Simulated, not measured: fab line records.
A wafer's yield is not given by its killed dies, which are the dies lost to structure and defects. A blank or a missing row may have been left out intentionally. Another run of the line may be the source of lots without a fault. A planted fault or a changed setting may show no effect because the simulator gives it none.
fab line records	flow sky130
[record] lots = 6	wafers = 18	lastDay = 49
route steps=708 shown LDD_HVN@274 LDD_HVP@278 LDD_LDN@289 SPACER@304 POLY_CUT@307 PAD_OPEN@708
lots untouched by any fault: they come from a run of this same line in which no faults occurred
startH: hours from the record's first day to the start of the lot's first wafer shown	waitH: hours elapsed since this lot's preceding step	" repeats the value in the row above	L1.1+2: a row that stands for several wafers	- either no value or no given start	* or withheld: withheld	< > ~ a bound
route shown NAME@n: a module of which the file shows steps, and the number in the route of the first	usual: the fault-free wafers' mean and standard deviation	same: alike in all rows	chamber/n: place in a boat	sites: readings site by site	_std_site: their standard deviation	_edge_site: outer sites' mean less inner sites'	radiusMm: how far each site lies from the wafer's centre	mask NAME#n: copy n	behind: the last tool/chamber to shape the wafer	hold: the reason the lot was held/the length of the hold in hours/how it ended	device: names the non-switching transistor (n, p or np)	end of line: the route-end tests of the same wafers	a step given without rows: its recipe and nothing more	killed: at the first sort, the dies lost to defects and structure; wafer yield is something else	map: a wafer's dies, marking killed ones x, the rest . and places with no die _
set.NAME: the setting the step ran with; set.NAME@STEP: the setting that earlier step ran with	model.NAME: the simulator's own value behind a step, which no gauge read
lots at some steps of the route; a table a step, a row a wafer
services: from which hour (startH, from the record's first day; less than 0 if before it) a tool's chamber was out of use, for how many hours, and why
[[steps]]
[step SKY_LDD_HVN_OVL_MEAS_07]
[usual] LDD_HVN_OVL = -0.9/1.3
lot.wafer	tool	chamber	startH	waitH	LDD_HVN_OVL[nm]
L603.1	overlay-02	-	467.70	0.1	-3.0
L603.2	"	-	"	"	-2.7
L603.5	"	-	"	"	-3.6
L605.1	overlay-01	-	480.23	0.1	-2.5
L605.3	"	-	"	"	-3.3
L605.5	"	-	"	"	-1.2
L611.1	overlay-02	-	539.49	0.1	2.1
L611.4	"	-	"	"	1.3
L611.6	"	-	"	"	2.7
L612.2	overlay-01	-	540.19	0.1	-2.4
L612.4	"	-	"	"	-2.1
L612.6	"	-	"	"	-2.5
L619.3	overlay-01	-	600.50	0.1	-1.9
L619.4	"	-	"	"	0.1
L619.6	"	-	"	"	-0.2
L623.1	overlay-01	-	632.69	0.1	-1.3
L623.5	"	-	"	"	-1.5
L623.6	"	-	"	"	-0.5
[step SKY_LDD_HVN_IMPLANT_08]
[recipe] species = P	energyKev = 60	doseCm2 = 3e+13	tiltDeg = 40
[step SKY_LDD_HVN_STRIP_09]
[recipe] chemistry = O2/N2	powerW = 1400	pressureMtorr = 1500	platenTempC = withheld	o2FlowSccm = 3000	n2FlowSccm = 300	overashFraction = 0.5
[usual] drypumpMotorCurrentA = 5.6/0.34	oesProductAu = 0.408/0.005	stripTimeToEndpointS = 4.133/0.016
lot.wafer	tool	chamber	startH	waitH	drypumpMotorCurrentA	oesProductAu	rfHoursCounterH	stripTimeToEndpointS
L603.1	plasmaAsher-01	0	467.88	0.1	6.1	0.405	4	4.150
L603.2	"	1	"	"	5.9	0.415	4	4.144
L603.5	"	0	"	"	6.1	0.410	-	4.137
L605.1	plasmaAsher-04	1	480.42	0.1	5.8	0.409	35	4.144
L605.3	"	0	"	"	5.7	0.413	-	4.140
L605.5	"	0	"	"	5.7	0.410	-	4.139
L611.1	plasmaAsher-03	1	539.67	0.1	5.2	0.403	69	4.114
L611.4	"	0	"	"	5.3	0.406	-	4.085
L611.6	"	0	"	"	5.3	0.400	-	4.098
L612.2	plasmaAsher-04	1	540.37	0.1	5.8	0.402	41	4.171
L612.4	"	0	"	"	5.7	0.414	-	4.166
L612.6	"	1	"	"	5.8	0.404	-	4.158
L619.3	plasmaAsher-03	0	600.71	0.1	5.3	0.402	-	4.140
L619.4	"	1	"	"	5.2	0.415	-	4.155
L619.6	"	0	"	"	5.3	0.401	-	4.121
L623.1	plasmaAsher-03	0	632.87	0.1	5.3	0.409	78	4.133
L623.5	"	1	"	"	5.2	0.407	-	4.134
L623.6	"	0	"	"	5.3	0.405	-	4.117
[step SKY_LDD_HVN_TW_MEAS_10]
[usual] LDD_HVN_TW = 1444/7.2
lot.wafer	tool	chamber	startH	waitH	LDD_HVN_TW
L603.1	filmMetro-02	-	467.98	0.1	1435
L603.2	"	-	"	"	1434
L603.5	"	-	"	"	1435
L605.1	filmMetro-02	-	480.52	0.1	1443
L605.3	"	-	"	"	1442
L605.5	"	-	"	"	1447
L611.1	filmMetro-04	-	539.77	0.1	1459
L611.4	"	-	"	"	1452
L611.6	"	-	"	"	1452
L612.2	filmMetro-02	-	540.48	0.1	1444
L612.4	"	-	"	"	1446
L612.6	"	-	"	"	1449
L619.3	filmMetro-01	-	600.79	0.1	1435
L619.4	"	-	"	"	1436
L619.6	"	-	"	"	1438
L623.1	filmMetro-02	-	632.97	0.1	1444
L623.5	"	-	"	"	1435
L623.6	"	-	"	"	1442
[step SKY_LDD_HVP_DEHYDRATE_00]
[recipe] tempC = 200	timeS = 60
[step SKY_LDD_HVP_HMDS_01]
[recipe] primeTimeS = 60	primeTempC = 120
[step SKY_LDD_HVP_COAT_02]
[recipe] resist = NOVOLAK	spinRpm = 3000	resistThkNm = 300
[step SKY_LDD_HVP_SOFTBAKE_03]
[recipe] tempC = 90	timeS = 60	resist = NOVOLAK
[step SKY_LDD_HVP_EXPOSE_04]
[recipe] maskId = HVPTM	na = 0.6	sourceShape = conventional	sigmaOuter = 0.6	polarization = unpolarized	targetCdNm = 700	doseMj = 86
[step SKY_LDD_HVP_PEB_05]
[recipe] tempC = withheld	timeS = *	resist = NOVOLAK
[step SKY_LDD_HVP_DEVELOP_06]
[recipe] resist = NOVOLAK	developer = TMAH	developTimeS = 60	devTempC = 23
[step SKY_LDD_HVP_OVL_MEAS_07]
[usual] LDD_HVP_OVL = -0.9/1.5
lot.wafer	tool	chamber	startH	waitH	LDD_HVP_OVL[nm]
L603.1	overlay-02	-	498.85	0.1	-1.3
L603.2	"	-	"	"	-0.3
L603.5	"	-	"	"	-2.1
L605.1	overlay-02	-	510.48	0.1	-1.7
L605.3	"	-	"	"	-1.0
L605.5	"	-	"	"	-0.3
L611.1	overlay-01	-	569.94	0.1	-1.3
L611.4	"	-	"	"	-1.5
L611.6	"	-	"	"	-2.3
L612.2	overlay-01	-	570.89	0.1	0.0
L612.4	"	-	"	"	-0.4
L612.6	"	-	"	"	0.1
L619.3	overlay-01	-	629.45	0.1	1.5
L619.4	"	-	"	"	1.0
L619.6	"	-	"	"	0.4
L623.1	overlay-02	-	662.08	0.1	-1.2
L623.5	"	-	"	"	-2.4
L623.6	"	-	"	"	-2.3
[step SKY_LDD_HVP_IMPLANT_08]
[recipe] species = B	energyKev = 20	doseCm2 = 1.7e+13	tiltDeg = 17.9
lot.wafer	tool	chamber	startH	waitH
L603.1+2+5	implanter-02	0	498.88	0.0
L605.1+3+5	implanter-03	0	510.52	0.0
L611.1+4+6	implanter-03	0	569.97	0.0
L612.2+4+6	implanter-03	0	570.94	0.0
L619.3+4+6	implanter-04	0	629.52	0.1
L623.1+5+6	implanter-02	0	662.12	0.0
[step SKY_LDD_HVP_STRIP_09]
[recipe] chemistry = O2/N2	powerW = 1400	pressureMtorr = 1500	platenTempC = withheld	o2FlowSccm = 3000	n2FlowSccm = 300	overashFraction = 0.5
[usual] drypumpMotorCurrentA = 5.6/0.41	oesProductAu = 0.409/0.0043	stripTimeToEndpointS = 4.135/0.015
lot.wafer	tool	chamber	startH	waitH	drypumpMotorCurrentA	oesProductAu	rfHoursCounterH	stripTimeToEndpointS
L603.1	plasmaAsher-03	0	499.03	0.1	5.3	0.411	65	4.138
L603.2	"	1	"	"	5.2	0.406	65	4.130
L603.5	"	0	"	"	5.3	0.407	-	4.110
L605.1	plasmaAsher-02	0	510.67	0.1	5.6	0.406	84	4.124
L605.3	"	1	"	"	6.4	0.407	-	4.126
L605.5	"	0	"	"	5.6	0.411	-	4.136
L611.1	plasmaAsher-03	0	570.12	0.1	5.3	0.411	72	4.153
L611.4	"	1	"	"	5.2	0.406	-	4.149
L611.6	"	1	"	"	5.2	0.399	-	4.129
L612.2	plasmaAsher-02	1	571.07	0.1	6.4	0.405	88	4.123
L612.4	"	1	"	"	6.4	0.406	-	4.123
L612.6	"	1	"	"	6.4	0.413	-	4.127
L619.3	plasmaAsher-02	0	629.66	0.1	5.7	0.405	-	4.133
L619.4	"	1	"	"	6.4	0.411	-	4.135
L619.6	"	0	"	"	5.6	0.407	-	4.118
L623.1	plasmaAsher-03	0	662.27	0.1	5.3	0.407	81	4.153
L623.5	"	1	"	"	5.2	0.408	-	4.155
L623.6	"	0	"	"	5.3	0.404	-	4.163
[step SKY_LDD_HVP_TW_MEAS_10]
[usual] LDD_HVP_TW = 460/3.5
lot.wafer	tool	chamber	startH	waitH	LDD_HVP_TW
L603.1	filmMetro-02	-	499.13	0.1	459
L603.2	"	-	"	"	459
L603.5	"	-	"	"	458
L605.1	filmMetro-02	-	510.77	0.1	458
L605.3	"	-	"	"	458
L605.5	"	-	"	"	461
L611.1	filmMetro-03	-	570.22	0.1	460
L611.4	"	-	"	"	460
L611.6	"	-	"	"	461
L612.2	filmMetro-04	-	571.18	0.1	458
L612.4	"	-	"	"	461
L612.6	"	-	"	"	460
L619.3	filmMetro-02	-	629.74	0.1	459
L619.4	"	-	"	"	458
L619.6	"	-	"	"	455
L623.1	filmMetro-03	-	662.37	0.1	466
L623.5	"	-	"	"	464
L623.6	"	-	"	"	467
[step SKY_LDD_LDN_DEHYDRATE_00]
[recipe] tempC = 200	timeS = 60
[step SKY_LDD_LDN_HMDS_01]
[recipe] primeTimeS = 60	primeTempC = 120
[step SKY_LDD_LDN_COAT_02]
[recipe] resist = NOVOLAK	spinRpm = 3000	resistThkNm = 1140
[step SKY_LDD_LDN_SOFTBAKE_03]
[recipe] tempC = 90	timeS = 60	resist = NOVOLAK
[step SKY_LDD_LDN_EXPOSE_04]
[recipe] maskId = LDNTM	na = 0.6	sourceShape = conventional	sigmaOuter = 0.6	polarization = unpolarized	targetCdNm = 700	doseMj = 140
[step SKY_LDD_LDN_PEB_05]
[recipe] tempC = withheld	timeS = *	resist = NOVOLAK
[step SKY_LDD_LDN_DEVELOP_06]
[recipe] resist = NOVOLAK	developer = TMAH	developTimeS = 60	devTempC = 23
[step SKY_LDD_LDN_OVL_MEAS_07]
[usual] LDD_LDN_OVL = 1.4/1.3
lot.wafer	tool	chamber	startH	waitH	LDD_LDN_OVL[nm]
L603.1	overlay-02	-	529.89	0.1	1.2
L603.2	"	-	"	"	0.4
L603.5	"	-	"	"	0.8
L605.1	overlay-01	-	541.39	0.1	0.8
L605.3	"	-	"	"	2.9
L605.5	"	-	"	"	0.5
L611.1	overlay-02	-	600.25	0.1	4.3
L611.4	"	-	"	"	2.5
L611.6	"	-	"	"	3.6
L612.2	overlay-02	-	601.15	0.1	0.3
L612.4	"	-	"	"	1.6
L612.6	"	-	"	"	1.4
L619.3	overlay-01	-	658.76	0.1	1.5
L619.4	"	-	"	"	-0.1
L619.6	"	-	"	"	-0.9
L623.1	overlay-02	-	689.69	0.1	1.8
L623.5	"	-	"	"	2.3
L623.6	"	-	"	"	3.5
[step SKY_LDD_LDN_IMPLANT_08]
[recipe] species = As	energyKev = 15	doseCm2 = 1.25e+13	tiltDeg = withheld	rotationDeg = 23
[step SKY_LDD_LDN_IMPLANT_09]
[recipe] species = As	energyKev = 15	doseCm2 = 1.25e+13	tiltDeg = withheld	rotationDeg = 113
[step SKY_LDD_LDN_IMPLANT_10]
[recipe] species = As	energyKev = 15	doseCm2 = 1.25e+13	tiltDeg = withheld	rotationDeg = 203
[step SKY_LDD_LDN_IMPLANT_11]
[recipe] species = As	energyKev = 15	doseCm2 = 1.25e+13	tiltDeg = withheld	rotationDeg = 293
[step SKY_LDD_LDN_STRIP_12]
[recipe] chemistry = O2/N2	powerW = 1400	pressureMtorr = 1500	platenTempC = withheld	o2FlowSccm = 3000	n2FlowSccm = 300	overashFraction = 0.5
[usual] drypumpMotorCurrentA = 5.9/0.4	oesProductAu = 0.716/0.0043	stripTimeToEndpointS = 14.17/0.04
lot.wafer	tool	chamber	startH	waitH	drypumpMotorCurrentA	oesProductAu	rfHoursCounterH	stripTimeToEndpointS
L603.1	plasmaAsher-01	1	530.52	0.1	5.9	0.715	10	14.10
L603.2	"	0	"	"	6.1	0.714	10	14.10
L603.5	"	0	"	"	6.1	0.719	-	14.10
L605.1	plasmaAsher-03	1	542.02	0.1	5.2	0.716	69	14.23
L605.3	"	1	"	"	5.2	0.711	-	14.25
L605.5	"	0	"	"	5.3	0.709	-	14.22
L611.1	plasmaAsher-01	0	600.88	0.1	6.2	0.713	18	14.17
L611.4	"	0	"	"	6.1	0.711	-	14.18
L611.6	"	0	"	"	6.1	0.707	-	14.19
L612.2	plasmaAsher-02	1	601.80	0.1	6.4	0.711	92	14.14
L612.4	"	1	"	"	6.4	0.720	-	14.13
L612.6	"	1	"	"	6.4	0.713	-	14.12
L619.3	plasmaAsher-03	1	659.42	0.1	5.2	0.721	-	14.16
L619.4	"	0	"	"	5.3	0.714	-	14.18
L619.6	"	1	"	"	5.2	0.707	-	14.21
L623.1	plasmaAsher-01	0	690.32	0.1	6.1	0.719	27	14.20
L623.5	"	0	"	"	6.1	0.718	-	14.26
L623.6	"	1	"	"	5.9	0.715	-	14.22
[step SKY_LDD_LDN_TW_MEAS_13]
[usual] LDD_LDN_TW = 1497/9.2
lot.wafer	tool	chamber	startH	waitH	LDD_LDN_TW
L603.1	filmMetro-04	-	530.62	0.1	1484
L603.2	"	-	"	"	1500
L603.5	"	-	"	"	1485
L605.1	filmMetro-03	-	542.12	0.1	1503
L605.3	"	-	"	"	1497
L605.5	"	-	"	"	1501
L611.1	filmMetro-04	-	600.98	0.1	1495
L611.4	"	-	"	"	1487
L611.6	"	-	"	"	1491
L612.2	filmMetro-03	-	601.91	0.1	1500
L612.4	"	-	"	"	1498
L612.6	"	-	"	"	1499
L619.3	filmMetro-03	-	659.50	0.1	1511
L619.4	"	-	"	"	1505
L619.6	"	-	"	"	1504
L623.1	filmMetro-04	-	690.42	0.1	1496
L623.5	"	-	"	"	1500
L623.6	"	-	"	"	1490
[step SKY_LDD_LDN_CLEAN_14]
[recipe] chemistry = SC1/SC2	mix = 1:4:20	tempC = 70	timeS = 150	dry = n2Spin
[step SKY_SPACER_CVD_00]
[recipe] material = Si3N4	precursor = DCS/NH3	targetThkNm = 43.1	tempC = 770	timeS = 740	pressureMtorr = 250
[step SKY_SPACER_THK_MEAS_01]
[recipe] reads = Si3N4_of_SPACER_CVD_00
[usual] SPACER_CVD_00_THK = 43.1/0.48
lot.wafer	tool	chamber	startH	waitH	SPACER_CVD_00_THK[nm]
L603.1	filmMetro-03	-	531.94	0.0	42.6
L603.2	"	-	"	"	43.0
L603.5	"	-	"	"	43.0
L605.1	filmMetro-01	-	543.44	0.0	43.0
L605.3	"	-	"	"	43.1
L605.5	"	-	"	"	43.0
L611.1	filmMetro-01	-	603.89	0.0	42.8
L611.4	"	-	"	"	43.1
L611.6	"	-	"	"	43.0
L612.2	filmMetro-03	-	603.90	0.0	43.2
L612.4	"	-	"	"	43.2
L612.6	"	-	"	"	43.4
L619.3	filmMetro-03	-	660.82	0.0	42.8
L619.4	"	-	"	"	42.6
L619.6	"	-	"	"	42.9
L623.1	filmMetro-02	-	692.60	0.0	43.2
L623.5	"	-	"	"	43.5
L623.6	"	-	"	"	43.4
[step SKY_SPACER_ETCHBACK_02]
[recipe] chemistry = CH3F/O2	target = Si3N4	stopOn = SiO2	sourceW = 400	biasW = 80	pressureMtorr = 25	ch3fFlowSccm = 40	O2_flow_sccm = 30	timeS = 46.7	targetDepthA = 450
[usual] drypumpMotorCurrentA = 5.8/0.36	oesProductAu = 0.854/0.0068	throttleValvePct = 10.563/0.0092
lot.wafer	tool	chamber	startH	waitH	drypumpMotorCurrentA	oesProductAu	rfHoursCounterH	throttleValvePct
L603.1	rieDiel-02	1	532.00	0.1	5.6	0.848	27	10.558
L603.2	"	2	"	"	6.4	0.850	3	10.571
L603.5	"	1	"	"	5.6	0.849	-	10.572
L605.1	rieDiel-02	3	543.50	0.1	5.7	0.860	1	10.560
L605.3	"	2	"	"	6.5	0.850	3	10.561
L605.5	"	1	"	"	5.6	0.854	-	10.556
L611.1	rieDiel-02	1	603.95	0.1	5.6	0.855	28	10.548
L611.4	"	0	"	"	5.5	0.850	37	10.541
L611.6	"	2	"	"	6.5	0.851	-	10.553
L612.2	rieDiel-03	2	603.95	0.0	6.0	0.858	19	10.566
L612.4	"	3	"	"	5.6	0.858	5	10.570
L612.6	"	0	"	"	6.6	0.855	-	10.568
L619.3	rieDiel-02	2	660.86	0.0	6.4	0.851	6	10.556
L619.4	"	1	"	"	5.6	0.845	30	10.553
L619.6	"	0	"	"	5.5	0.853	-	10.556
L623.1	rieDiel-01	0	692.66	0.1	5.7	0.854	6	10.569
L623.5	"	1	"	"	5.3	0.854	-	10.570
L623.6	"	2	"	"	6.0	0.864	-	10.547
[step SKY_POLY_CUT_DEHYDRATE_00]
[recipe] tempC = 200	timeS = 60
[step SKY_POLY_CUT_HMDS_01]
[recipe] primeTimeS = 60	primeTempC = 120
[step SKY_POLY_CUT_COAT_02]
[recipe] resist = BARC	tempC = withheld	timeS = withheld	spinRpm = 3000	resistThkNm = 60
[step SKY_POLY_CUT_COAT_03]
[recipe] resist = KrF-thick	spinRpm = 3000	resistThkNm = 450
[step SKY_POLY_CUT_SOFTBAKE_04]
[recipe] tempC = 100	timeS = 90	resist = KrF-thick
[step SKY_POLY_CUT_EXPOSE_05]
[recipe] maskId = NPCM	na = 0.8	sourceShape = annular	sigmaInner = 0.55	sigmaOuter = 0.85	targetCdNm = 270	doseMj = 32
[step SKY_POLY_CUT_PEB_06]
[recipe] pebTempC = withheld	pebTimeS = withheld	resist = KrF-thick
[step SKY_POLY_CUT_DEVELOP_07]
[recipe] developTimeS = 60	resist = KrF-thick	devTempC = 21
[step SKY_POLY_CUT_CD_MEAS_08]
[recipe] targetCdNm = 270
[usual] cdNm = 269.9/1.7
lot.wafer	tool	chamber	startH	waitH	cdNm
L603.1	cdSem-01	-	563.08	-	268.5
L603.2	"	-	"	"	268.9
L603.5	"	-	"	"	270.0
L605.1	cdSem-01	-	573.85	-	269.3
L605.3	"	-	"	"	269.1
L605.5	"	-	"	"	268.8
L611.1	cdSem-02	-	633.08	-	266.8
L611.4	"	-	"	"	266.6
L611.6	"	-	"	"	265.6
L612.2	cdSem-01	-	633.17	-	269.7
L612.4	"	-	"	"	269.8
L612.6	"	-	"	"	269.4
L619.3	cdSem-02	-	688.87	-	272.1
L619.4	"	-	"	"	271.4
L619.6	"	-	"	"	273.8
L623.1	cdSem-01	-	720.10	-	270.5
L623.5	"	-	"	"	271.3
L623.6	"	-	"	"	270.0
[step SKY_PAD_OPEN_PROBE_99]
[usual] killed_at_M0_to_M3 = 43/8	killed_at_M4_up = 2.9/1.6	killedAtContacts = 26/5.2	killedAtFrontEnd = 15/4.3	killedAtOther = 0.3/0.56	killedDies = 87/10	killedOpen = 48/6.9	killedShort = 40/6.5
[same] grossDies = 492	killedAtBackSide = 0
lot.wafer	tool	chamber	startH	waitH	killed_at_M0_to_M3	killed_at_M4_up	killedAtContacts	killedAtFrontEnd	killedAtOther	killedDies	killedOpen	killedShort	model.etest.tip_p_5v.rsOhmSqRange
L603.1	prober-02	-	1080.05	0.1	50	4	27	18	1	100	55	45	107.3
L603.2	prober-02	-	1080.10	0.1	41	3	23	18	0	85	50	35	43.77
L603.5	prober-02	-	1080.25	0.2	40	2	28	9	0	79	50	29	77.82
L605.1	prober-02	-	1087.50	0.1	51	1	29	12	1	94	63	31	104.5
L605.3	prober-02	-	1087.60	0.2	35	1	21	17	0	74	32	42	74.77
L605.5	prober-02	-	1087.70	0.2	58	3	34	14	0	109	68	41	54.99
L611.1	prober-01	-	1127.79	0.1	54	3	24	15	0	96	50	46	198.4
L611.4	prober-01	-	1127.94	0.2	47	3	22	17	1	90	51	39	226.3
L611.6	prober-01	-	1128.04	0.2	49	6	34	13	0	102	59	43	338.6
L612.2	prober-02	-	1128.66	0.1	52	1	24	16	1	94	53	41	204.4
L612.4	prober-02	-	1128.76	0.2	49	5	24	15	0	93	51	42	252.9
L612.6	prober-02	-	1128.86	0.2	51	2	14	17	1	85	51	34	267.7
L619.3	prober-01	-	1164.85	0.2	49	2	22	22	0	95	47	48	73.64
L619.4	prober-01	-	1164.90	0.2	44	2	22	15	0	83	51	32	78.2
L619.6	prober-01	-	1165.00	0.2	40	5	30	9	0	84	45	39	79.77
L623.1	prober-01	-	1182.68	0.1	44	3	20	24	0	91	49	42	59.66
L623.5	prober-01	-	1182.88	0.2	54	7	23	10	0	94	50	44	75.09
L623.6	prober-01	-	1182.93	0.2	37	2	18	17	0	74	37	37	50.96
// killed by level:class
L603.1 LI_CONTACT:geometricParticle:open=10 VIA2:geometricParticle:open=9 FIELD_ISO:geometricParticle:open=8 CONTACT:geometricParticle:open=7 VIA1:geometricParticle:open=7 METAL3:geometricParticle:short=7 CONTACT:geometricParticle:short=6 METAL1:geometricParticle:short=6
L603.2 VIA1:geometricParticle:open=16 CONTACT:geometricParticle:open=11 VIA3:geometricParticle:open=9 FIELD_ISO:geometricParticle:short=6 FIELD_ISO:geometricParticle:open=5 CONTACT:geometricParticle:short=5 LOCAL_INTERCONNECT:geometricParticle:short=5 POLY_GATE:geometricParticle:short=3
L603.5 VIA1:geometricParticle:open=13 LI_CONTACT:geometricParticle:open=10 CONTACT:geometricParticle:open=6 LOCAL_INTERCONNECT:geometricParticle:short=4 CONTACT:geometricParticle:short=4 METAL1:geometricParticle:short=4 METAL2:geometricParticle:short=4 VIA2:geometricParticle:open=4
L605.1 CONTACT:geometricParticle:open=15 VIA1:geometricParticle:open=10 VIA2:geometricParticle:open=9 VIA3:geometricParticle:open=8 METAL2:geometricParticle:short=7 FIELD_ISO:geometricParticle:open=6 LI_CONTACT:geometricParticle:open=6 CONTACT:geometricParticle:short=4
L605.3 CONTACT:geometricParticle:open=9 VIA1:geometricParticle:open=9 VIA1:geometricParticle:short=6 SPACER:geometricParticle:short=5 FIELD_ISO:geometricParticle:short=5 POLY_GATE:geometricParticle:short=4 LI_CONTACT:geometricParticle:open=4 CONTACT:geometricParticle:short=4
L605.5 VIA3:geometricParticle:open=14 CONTACT:geometricParticle:open=13 VIA1:geometricParticle:open=11 METAL2:geometricParticle:short=10 LI_CONTACT:geometricParticle:open=8 VIA2:geometricParticle:open=6 FIELD_ISO:geometricParticle:open=5 LOCAL_INTERCONNECT:geometricParticle:short=5
L611.1 VIA1:geometricParticle:open=12 LI_CONTACT:geometricParticle:open=8 METAL1:geometricParticle:short=8 CONTACT:geometricParticle:open=8 VIA1:geometricParticle:short=8 VIA2:geometricParticle:open=8 VIA3:geometricParticle:open=6 METAL3:geometricParticle:short=5
L611.4 CONTACT:geometricParticle:open=10 VIA1:geometricParticle:open=9 METAL1:geometricParticle:short=8 LI_CONTACT:geometricParticle:open=8 VIA2:geometricParticle:open=6 POLY_GATE:geometricParticle:open=5 POLY_GATE:geometricParticle:short=5 METAL2:geometricParticle:short=5
L611.6 VIA1:geometricParticle:open=15 CONTACT:geometricParticle:open=14 METAL1:geometricParticle:short=10 LI_CONTACT:geometricParticle:open=8 CONTACT:geometricParticle:short=7 METAL4:geometricParticle:short=6 POLY_GATE:geometricParticle:open=5 VIA2:geometricParticle:open=5
L612.2 VIA1:geometricParticle:open=13 LI_CONTACT:geometricParticle:open=9 VIA2:geometricParticle:open=9 CONTACT:geometricParticle:open=7 VIA1:geometricParticle:short=7 VIA3:geometricParticle:open=7 METAL1:geometricParticle:short=6 METAL2:geometricParticle:short=5
L612.4 VIA1:geometricParticle:open=14 METAL2:geometricParticle:short=9 VIA3:geometricParticle:open=8 LI_CONTACT:geometricParticle:open=7 CONTACT:geometricParticle:open=7 CONTACT:geometricParticle:short=6 VIA1:geometricParticle:short=6 FIELD_ISO:geometricParticle:open=5
L612.6 VIA1:geometricParticle:open=17 CONTACT:geometricParticle:open=9 METAL2:geometricParticle:short=9 VIA2:geometricParticle:open=7 FIELD_ISO:geometricParticle:short=5 FIELD_ISO:geometricParticle:open=4 VIA3:geometricParticle:open=4 METAL1:geometricParticle:short=4
L619.3 VIA1:geometricParticle:open=12 METAL1:geometricParticle:short=10 CONTACT:geometricParticle:open=8 VIA1:geometricParticle:short=7 VIA2:geometricParticle:open=7 POLY_GATE:geometricParticle:short=6 LI_CONTACT:geometricParticle:open=6 FIELD_ISO:geometricParticle:short=5
L619.4 VIA1:geometricParticle:open=12 CONTACT:geometricParticle:open=12 VIA2:geometricParticle:open=7 FIELD_ISO:geometricParticle:open=6 VIA1:geometricParticle:short=6 LI_CONTACT:geometricParticle:open=5 METAL2:geometricParticle:short=5 VIA3:geometricParticle:open=4
L619.6 CONTACT:geometricParticle:open=15 VIA1:geometricParticle:open=8 LI_CONTACT:geometricParticle:open=7 VIA1:geometricParticle:short=7 VIA2:geometricParticle:open=6 METAL2:geometricParticle:short=5 METAL1:geometricParticle:short=4 CONTACT:geometricParticle:short=4
L623.1 POLY_GATE:geometricParticle:short=10 VIA1:geometricParticle:open=9 VIA1:geometricParticle:short=8 CONTACT:geometricParticle:open=7 VIA2:geometricParticle:open=7 FIELD_ISO:geometricParticle:open=6 LI_CONTACT:geometricParticle:open=5 VIA3:geometricParticle:open=5
L623.5 VIA1:geometricParticle:open=15 CONTACT:geometricParticle:open=13 VIA2:geometricParticle:open=9 METAL2:geometricParticle:short=7 CONTACT:geometricParticle:short=6 VIA3:geometricParticle:open=6 METAL4:geometricParticle:short=5 VIA1:geometricParticle:short=5
L623.6 VIA1:geometricParticle:open=12 CONTACT:geometricParticle:open=7 METAL1:geometricParticle:short=7 FIELD_ISO:geometricParticle:short=6 FIELD_ISO:geometricParticle:open=5 POLY_GATE:geometricParticle:short=4 LOCAL_INTERCONNECT:geometricParticle:short=4 VIA2:geometricParticle:open=4
[[services]]
tool	chamber	startH	hours	kind
rieDiel-02	3	447.02	7.5	repair
rieDiel-03	3	455.79	6.5	repair
rieDiel-02	3	459.32	4.9	repair
implanter-04	-	471.64	4.4	repair
rieDiel-03	0	475.02	52.3	repair
implanter-04	-	492.10	2.0	repair
rieDiel-02	3	494.03	24.1	repair
plasmaAsher-02	-	511.87	14.6	pm
implanter-03	-	513.18	2.9	repair
implanter-02	-	532.77	1.0	repair
rieDiel-02	1	552.40	5.3	repair
rieDiel-02	-	554.03	0.5	repair
rieDiel-02	-	561.67	2.8	pm
plasmaAsher-04	-	570.64	15.6	pm
implanter-02	-	586.41	19.1	pm
plasmaAsher-03	-	587.34	13.0	repair
plasmaAsher-02	-	616.29	1.5	repair
implanter-02	-	625.89	4.9	repair
implanter-02	-	626.31	4.2	repair
rieDiel-02	3	646.63	9.1	repair
plasmaAsher-01	-	648.10	1.1	repair
rieDiel-02	-	652.08	1.7	repair
plasmaAsher-03	-	670.19	0.3	repair
rieDiel-02	-	689.22	4.0	pm
[[key]]
firstSign none at tools or gauges
[modelEffect] step = SKY_PAD_OPEN_PROBE_99	value = etest.tip_p_5v.rsOhmSqRange	without = 88.37	struck = 248
metAt SKY_LDD_HVP_IMPLANT_08
struckWafers L611.1,L611.4,L611.6,L612.2,L612.4,L612.6
testerLeftOut L611,L612
onsetBetween 510.52 569.97
[fault] kind = processParameterDrift	tool = implanter-03	chamber = -	onsetH = 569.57	steps = SKY_LDD_HVP_IMPLANT_08	channel = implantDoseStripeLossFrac	offset = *	shape = step	endH = 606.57
// testerLeftOut: of these lots the tester's yield and bins aren't shown, on N5 and GAA mostly nor the transistor test; their killed dies are dies lost to structure and defects alone, not to doping, threshold or leakage, so they don't give the yield
